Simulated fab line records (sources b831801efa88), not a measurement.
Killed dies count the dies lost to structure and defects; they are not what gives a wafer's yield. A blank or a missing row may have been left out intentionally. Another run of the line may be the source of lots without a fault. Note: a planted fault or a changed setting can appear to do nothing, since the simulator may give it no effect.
A struck lot beside a sound one -- flow sky130 -- 16 steps out of a route of 708
Sound: wafers L942.1, L942.3, L942.6. Wafers L960.2, L960.3, L960.6 were the ones struck. At the end, the cause is stated.
Per side, at each step with rows, come the tool, then ch with its chambers, and then its first start. Under that, the readings that differ: sound wafers -- struck wafers -- difference of the means -- sigmas: that difference in standard deviations of wafers without a fault.
alike: a reading whose means differ by less than 2 such deviations, as well as words and numbers matching on both sides. not compared: withheld readings; readings where some wafer has no value; bounds like >300 that might hide an equal value; numbers whose values overlap and for which the record gives no deviation.
The two part at a step that has a row with sigmas, a row that says differs or no value, or rows on one side only. Numbers that have no deviation but don't overlap get no sigmas and don't part them. A reading that every wafer of one side lacks parts them only if that side has two wafers or more.

first, 2 steps without rows for these wafers: SKY_METAL3_PEB_11; SKY_METAL3_DEVELOP_12 (develop time 60 s).
SKY_METAL3_CD_MEAS_13 targets a cd of 300 nm.
  sound: cdSem-01 at day 38 13:23; struck: cdSem-02 at day 44 01:55
  alike: cdNm
SKY_METAL3_OVL_MEAS_14:
  sound: overlay-01 at day 38 13:31; struck: overlay-02 at day 44 02:01
  alike: METAL3_OVL
SKY_METAL3_DESCUM_15: chemistry O2, time 8 s.
  sound on rieMetal-03 ch 0, day 38 13:33; struck on rieMetal-02 ch 1, day 44 02:03
reading,sound,struck,difference,sigmas
drypumpMotorCurrentA (A),6.0 6.0 6.0,5.3 5.3 5.3,-0.7,-2
  alike: heBacksideLeakSccm, oesProductAu
  not compared: rfHoursCounterH
SKY_METAL3_ETCH_16: etches BARC in N2/H2, stops on SiO2, time 88.2 s, target depth 60 nm.
  sound on rieMetal-03 ch 0, day 38 13:37; struck on rieMetal-02 ch 1, day 44 02:05
reading,sound,struck,difference,sigmas
drypumpMotorCurrentA (A),6.0 5.9 6.0,5.3 5.3 5.3,-0.7,-2
  alike: heBacksideLeakSccm, oesProductAu, throttleValvePct
  not compared: rfHoursCounterH
then, 1 step without rows for these wafers: SKY_METAL3_ETCH_17 (etches SiO2 in C4F8/O2/Ar, stops on TiN, time 3.9 s, target depth 15 nm).
SKY_METAL3_METAL_ETCH_18: etches the open film in Cl2/BCl3, stops on SiO2, target depth 845 nm, time 183.1 s.
  sound on rieMetal-04 ch 0,1, day 38 13:50; struck on rieMetal-03 ch 0,1, day 44 02:12
  alike: drypumpMotorCurrentA, heBacksideLeakSccm, oesProductAu, throttleValvePct
  not compared: rfHoursCounterH
SKY_METAL3_STRIP_19: strips in O2/N2.
  sound on plasmaAsher-03 ch 0,1, day 38 14:04; struck on plasmaAsher-03 ch 0, day 44 02:22
  alike: drypumpMotorCurrentA, oesProductAu, stripTimeToEndpointS
  not compared: rfHoursCounterH
then, 3 steps without rows for these wafers: SKY_METAL3_STRIP_20 (strips in post etch residue remover, time 1200 s); SKY_METAL3_CLEAN_21 (cleans in IPA, time 180 s); SKY_METAL3_CLEAN_22 (cleans in O3/DIW).
SKY_VIA3_HDPCVD_00: deposits SiO2, target thk 1635 nm, time 272.5 s.
  sound on hdpcvd-02 ch 0,1, day 38 14:41; struck on hdpcvd-02 ch 0,2, day 44 02:58
reading,sound,struck,difference,sigmas
runLengthS (s),300.4 300.5 300.6,313.0 312.3 312.6,+12.1,+25
model.SiO2_of_VIA3_HDPCVD_00.thkNm (nm),1654 1659 1669,1716 1712 1702,+49,
SKY_VIA3_THK_MEAS_01:
  sound: filmMetro-01 at day 38 14:52; struck: filmMetro-01 at day 44 03:08
reading,sound,struck,difference,sigmas
VIA3_HDPCVD_THK (nm),1653 1659 1669,1715 1711 1702,+49,+2
SKY_VIA3_CMP_02: polishes SiO2.
  sound on cmp-01 ch 0,2,3, day 38 14:55; struck on cmp-02 ch 1,3, day 44 03:14
  alike: headPressurePsi, motorCurrentA, platenRpm
-- the record jumps here: 6 days lie between the struck wafers' starts before and after (it left off in module VIA3 and takes up again in module PAD_OPEN, whose first step shown is number 708 of the route) --
SKY_PAD_OPEN_PROBE_99:
  sound: prober-02 at day 45 21:59; struck: prober-02 at day 50 06:21
  alike: defectLimitedYield, killed_at_M0_to_M3, killed_at_M4_up, killedAtContacts, killedAtFrontEnd, killedAtOther, killedDies, killedOpen, killedShort, sort_bin_3_pad_short, sort_bin_5_function, sort_bin_6_memory, sortNPass, sortYieldPct

== WHERE THEY PART ==
Last at SKY_VIA3_THK_MEAS_01 as far as this record goes, first at SKY_METAL3_DESCUM_15. Later steps at which nothing parts them and some readings are alike: SKY_VIA3_CMP_02, SKY_PAD_OPEN_PROBE_99.

WHY: what had been put in by the simulator
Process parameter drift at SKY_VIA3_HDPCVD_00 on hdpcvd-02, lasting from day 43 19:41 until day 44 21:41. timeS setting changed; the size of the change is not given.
